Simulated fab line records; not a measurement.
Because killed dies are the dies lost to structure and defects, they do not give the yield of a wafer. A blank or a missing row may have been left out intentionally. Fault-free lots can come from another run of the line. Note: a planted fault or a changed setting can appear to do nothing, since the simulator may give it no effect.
Which tool was responsible? ; flow gf180mcu ; Sampling: 24 lots, 72 wafers, 5 of 602 route steps

WHAT THE GAUGES SHOWED, per wafer
GF_V5_CD_MEAS_14 targets a cd of 260 nm.
lot;measured;on;cdNm (nm)
L074;day 27 03:33;cdSem-01;260.3 261.0 260.9
L075;day 27 09:29;cdSem-02;259.3 260.7 260.4
L076;day 27 21:03;cdSem-01;260.8 260.9 260.2
L077;day 28 03:53;cdSem-02;260.1 259.7 260.4
L078;day 28 10:13;cdSem-01;259.7 258.7 259.0
L079;day 29 02:50;cdSem-01;263.3 261.5 261.7
L080;day 29 07:12;cdSem-02;258.0 259.9 259.8
L081;day 29 09:17;cdSem-01;261.1 258.9 259.4
L082;day 29 18:42;cdSem-01;259.1 259.9 258.8
L083;day 29 23:17;cdSem-01;260.5 259.6 259.5
L084;day 30 07:47;cdSem-02;259.5 261.2 261.5
L085;day 30 11:47;cdSem-02;258.8 259.5 258.9
L086;day 30 16:52;cdSem-01;260.8 259.3 259.8
L087;day 31 08:56;cdSem-02;260.8 260.9 259.4
L088;day 31 10:34;cdSem-01;259.5 260.0 259.6
L089;day 31 14:47;cdSem-01;261.4 262.3 261.9
L090;day 31 18:22;cdSem-01;262.7 261.3 262.5
L091;day 32 04:44;cdSem-02;259.2 259.3 260.4
L092;day 32 13:14;cdSem-01;259.0 260.4 259.4
L093;day 32 18:41;cdSem-02;260.9 260.9 260.5
L094;day 33 01:49;cdSem-01;259.8 260.2 259.4
L095;day 33 05:11;cdSem-02;258.6 259.6 259.1
L097;day 33 15:38;cdSem-02;260.1 258.7 259.5
L096;day 33 17:17;cdSem-01;258.4 260.1 260.8

GF_TOP_METAL_CD_MEAS_14 targets a cd of 440 nm.
lot;measured;on;cdNm (nm)
L074;day 28 01:19;cdSem-02;441.9 444.0 441.9
L075;day 28 06:19;cdSem-02;440.3 439.0 440.9
L076;day 28 17:34;cdSem-02;440.5 440.6 440.1
L077;day 29 00:58;cdSem-02;436.8 439.1 438.3
L078;day 29 07:05;cdSem-01;439.4 439.3 441.4
L079;day 29 23:40;cdSem-01;440.3 441.4 440.7
L080;day 30 03:40;cdSem-01;441.5 441.9 442.2
L081;day 30 05:09;cdSem-01;442.0 441.7 442.4
L082;day 30 14:37;cdSem-01;435.1 438.5 435.4
L083;day 30 19:38;cdSem-01;438.2 438.2 438.5
L084;day 31 03:32;cdSem-01;441.5 443.1 441.6
L085;day 31 06:36;cdSem-02;439.7 441.7 442.1
L086;day 31 12:25;cdSem-02;443.1 444.1 440.6
L087;day 32 03:31;cdSem-02;439.6 436.5 439.8
L088;day 32 05:25;cdSem-01;441.6 441.2 441.3
L089;day 32 09:16;cdSem-02;440.1 439.0 440.2
L090;day 32 12:27;cdSem-02;439.4 439.8 440.5
L091;day 32 22:12;cdSem-01;437.2 440.7 436.7
L092;day 33 06:34;cdSem-02;441.8 445.0 442.6
L093;day 33 13:00;cdSem-02;437.7 438.4 441.7
L094;day 33 18:59;cdSem-01;441.9 442.5 440.4
L095;day 33 21:55;cdSem-01;439.7 439.7 439.0
L097;day 34 08:08;cdSem-01;444.5 444.8 444.6
L096;day 34 10:55;cdSem-01;444.1 440.3 442.1

WHAT TOOL EACH LOT RAN ON (gives the tool, then ch and the chambers of the sampled wafers, and finally the start)
lot;GF_V4_STRIP_18;GF_V5_ETCH_16;GF_V5_ETCH_17
L074;plasmaAsher-04 ch 0,1, day 24 09:15;rieDiel-03 ch 0,1,3, day 27 03:41;rieDiel-03 ch 0,1,3, day 28 01:19 or earlier
L075;plasmaAsher-02 ch 0,1, day 24 13:50;rieDiel-02 ch 1,2,3, day 27 09:38;rieDiel-02 ch 1,2,3, day 28 06:19 or earlier
L076;plasmaAsher-02 ch 0, day 25 04:21;rieDiel-02 ch 1,3, day 27 21:11;rieDiel-02 ch 1,3, day 28 17:34 or earlier
L077;plasmaAsher-03 ch 0,1, day 25 11:14;rieDiel-03 ch 1,2, day 28 03:59;rieDiel-03 ch 1,2, day 29 00:58 or earlier
L078;plasmaAsher-04 ch 0,1, day 25 18:14;rieDiel-02 ch 0,1,3, day 28 10:22;rieDiel-02 ch 0,1,3, day 29 07:05 or earlier
L079;plasmaAsher-04 ch 0,1, day 26 10:56;rieDiel-02 ch 2,3, day 29 03:00;rieDiel-02 ch 2,3, day 29 23:40 or earlier
L080;plasmaAsher-03 ch 0,1, day 26 16:29;rieDiel-03 ch 2,3, day 29 07:20;rieDiel-03 ch 2,3, day 30 03:40 or earlier
L081;plasmaAsher-03 ch 0,1, day 26 18:51;rieDiel-03 ch 0,2,3, day 29 09:27;rieDiel-03 ch 0,2,3, day 30 05:09 or earlier
L082;plasmaAsher-03 ch 0, day 27 04:14;rieDiel-03 ch 0,2, day 29 18:50;rieDiel-03 ch 0,2, day 30 14:37 or earlier
L083;plasmaAsher-03 ch 0,1, day 27 09:10;rieDiel-02 ch 2,3, day 29 23:24;rieDiel-02 ch 2,3, day 30 19:38 or earlier
L084;plasmaAsher-03 ch 0, day 27 18:39;rieDiel-01 ch 0,1,3, day 30 07:55;rieDiel-01 ch 0,1,3, day 31 03:32 or earlier
L085;plasmaAsher-04 ch 0,1, day 27 23:17;rieDiel-03 ch 2,3, day 30 11:56;rieDiel-03 ch 2,3, day 31 06:36 or earlier
L086;plasmaAsher-02 ch 0,1, day 28 04:23;rieDiel-01 ch 0,1,3, day 30 17:01;rieDiel-01 ch 0,1,3, day 31 12:25 or earlier
L087;plasmaAsher-02 ch 1, day 28 20:51;rieDiel-01 ch 0,1, day 31 09:04;rieDiel-01 ch 0,1, day 32 03:31 or earlier
L088;plasmaAsher-02 ch 0, day 28 23:53;rieDiel-02 ch 0,1,2, day 31 10:42;rieDiel-02 ch 0,1,2, day 32 05:25 or earlier
L089;plasmaAsher-04 ch 0,1, day 29 05:39;rieDiel-03 ch 2,3, day 31 14:57;rieDiel-03 ch 2,3, day 32 09:16 or earlier
L090;plasmaAsher-04 ch 0,1, day 29 09:38;rieDiel-02 ch 0,1,2, day 31 18:29;rieDiel-02 ch 0,1,2, day 32 12:27 or earlier
L091;plasmaAsher-02 ch 0,1, day 29 19:45;rieDiel-03 ch 0,2,3, day 32 04:54;rieDiel-03 ch 0,2,3, day 32 22:12 or earlier
L092;plasmaAsher-04 ch 0,1, day 30 07:42;rieDiel-01 ch 0,1,3, day 32 13:23;rieDiel-01 ch 0,1,3, day 33 06:34 or earlier
L093;plasmaAsher-02 ch 0,1, day 30 13:20;rieDiel-02 ch 0,1, day 32 18:51;rieDiel-02 ch 0,1, day 33 13:00 or earlier
L094;plasmaAsher-04 ch 0,1, day 30 19:35;rieDiel-02 ch 2,3, day 33 01:57;rieDiel-02 ch 2,3, day 33 18:59 or earlier
L095;plasmaAsher-03 ch 0,1, day 30 21:56;rieDiel-02 ch 0,1,3, day 33 05:19;rieDiel-02 ch 0,1,3, day 33 21:55 or earlier
L097;plasmaAsher-03 ch 0,1, day 31 11:08;rieDiel-01 ch 1,2,3, day 33 15:47;rieDiel-01 ch 1,2,3, day 34 08:08 or earlier
L096;plasmaAsher-03 ch 1, day 31 12:26;rieDiel-01 ch 0,2, day 33 17:26;rieDiel-01 ch 0,2, day 34 10:55 or earlier
- GF_V4_STRIP_18: strips in O2/N2.
- GF_V5_ETCH_16: etches BARC in N2/H2.
- GF_V5_ETCH_17: etches SiO2 in C4F8/O2/Ar, stops on TiN, target depth 855 nm.

WHAT THE TOOLS THEMSELVES READ (means of the sampled wafers that have a number; where no wafer has one, the mark that the record gives instead)
GF_V4_STRIP_18.
lot;tool;drypumpMotorCurrentA (A);heaterPowerW (W);oesProductAu (a.u.);platenTempC (C)
L074;plasmaAsher-04;5.6;342;0.588;249.81
L075;plasmaAsher-02;5.2;393;0.590;249.85
L076;plasmaAsher-02;5.1;435;0.592;250.08
L077;plasmaAsher-03;5.6;309;0.593;249.93
L078;plasmaAsher-04;5.6;347;0.589;250.15
L079;plasmaAsher-04;5.6;358;0.593;249.93
L080;plasmaAsher-03;5.6;302;0.589;250.08
L081;plasmaAsher-03;5.8;319;0.591;250.07
L082;plasmaAsher-03;5.4;292;0.592;250.22
L083;plasmaAsher-03;5.8;323;0.586;249.97
L084;plasmaAsher-03;5.4;296;0.589;250.01
L085;plasmaAsher-04;5.6;355;0.592;250.11
L086;plasmaAsher-02;5.2;356;0.591;250.06
L087;plasmaAsher-02;5.3;311;0.595;249.93
L088;plasmaAsher-02;5.1;435;0.594;250.01
L089;plasmaAsher-04;5.6;341;0.594;249.80
L090;plasmaAsher-04;5.6;340;0.590;250.11
L091;plasmaAsher-02;5.2;358;0.593;249.96
L092;plasmaAsher-04;5.6;341;0.591;250.13
L093;plasmaAsher-02;5.2;356;0.589;250.41
L094;plasmaAsher-04;5.6;340;0.593;250.01
L095;plasmaAsher-03;5.6;306;0.588;250.00
L097;plasmaAsher-03;5.6;309;0.595;250.03
L096;plasmaAsher-03;6.1;338;0.596;250.06

GF_V5_ETCH_16.
lot;tool;drypumpMotorCurrentA (A);oesProductAu (a.u.);throttleValvePct (%)
L074;rieDiel-03;5.2;0.854;13.222
L075;rieDiel-02;5.7;0.858;13.217
L076;rieDiel-02;5.5;0.849;13.226
L077;rieDiel-03;5.3;0.858;13.227
L078;rieDiel-02;5.7;0.854;13.224
L079;rieDiel-02;5.6;0.855;13.227
L080;rieDiel-03;5.3;0.857;13.226
L081;rieDiel-03;5.3;0.855;13.225
L082;rieDiel-03;5.3;0.852;13.227
L083;rieDiel-02;5.6;0.857;13.222
L084;rieDiel-01;5.6;0.853;13.224
L085;rieDiel-03;5.3;0.852;13.230
L086;rieDiel-01;5.6;0.860;13.221
L087;rieDiel-01;5.9;0.850;13.214
L088;rieDiel-02;5.9;0.854;13.231
L089;rieDiel-03;5.4;0.855;13.216
L090;rieDiel-02;5.9;0.857;13.228
L091;rieDiel-03;5.3;0.850;13.219
L092;rieDiel-01;5.6;0.854;13.223
L093;rieDiel-02;5.7;0.855;13.214
L094;rieDiel-02;5.9;0.858;13.228
L095;rieDiel-02;5.7;0.853;13.216
L097;rieDiel-01;5.6;0.857;13.223
L096;rieDiel-01;5.8;0.858;13.221

GF_V5_ETCH_17.
lot;tool;oesProductAu (a.u.)
L074;rieDiel-03;0.857
L075;rieDiel-02;0.856
L076;rieDiel-02;0.861
L077;rieDiel-03;0.859
L078;rieDiel-02;0.854
L079;rieDiel-02;0.856
L080;rieDiel-03;0.858
L081;rieDiel-03;0.860
L082;rieDiel-03;0.857
L083;rieDiel-02;0.858
L084;rieDiel-01;0.858
L085;rieDiel-03;0.862
L086;rieDiel-01;0.859
L087;rieDiel-01;0.863
L088;rieDiel-02;0.863
L089;rieDiel-03;0.854
L090;rieDiel-02;0.858
L091;rieDiel-03;0.861
L092;rieDiel-01;0.854
L093;rieDiel-02;0.862
L094;rieDiel-02;0.866
L095;rieDiel-02;0.858
L097;rieDiel-01;0.860
L096;rieDiel-01;0.862

THE ANSWER, worked out from the rows above alone
Rule: the usual values come from the lots themselves. The widest of any qualifying gaps counts: lots, ordered by their means at a reading, are off when they make up no more than a third of the lots, leave a main group of 4 or more, and stand apart from it by 3 or more times the standard deviation of that group's means. A main group whose means are all the same, to the digits that the tables above print for the reading, isn't used. A lot without any number at a reading at which 4 lots or more have one is off too. The other lots that the step has rows for count as sound. The gauges are gone through in route order, then the tools' own readings, and for those a lot's mean is taken as printed above. At the first step where some lot is off, the reading lying furthest off is the one used; lots without a number count as furthest.
Across all readings shown, no lot is off: no conclusion can be drawn from this.

WHAT THE SIMULATOR HAD INSERTED
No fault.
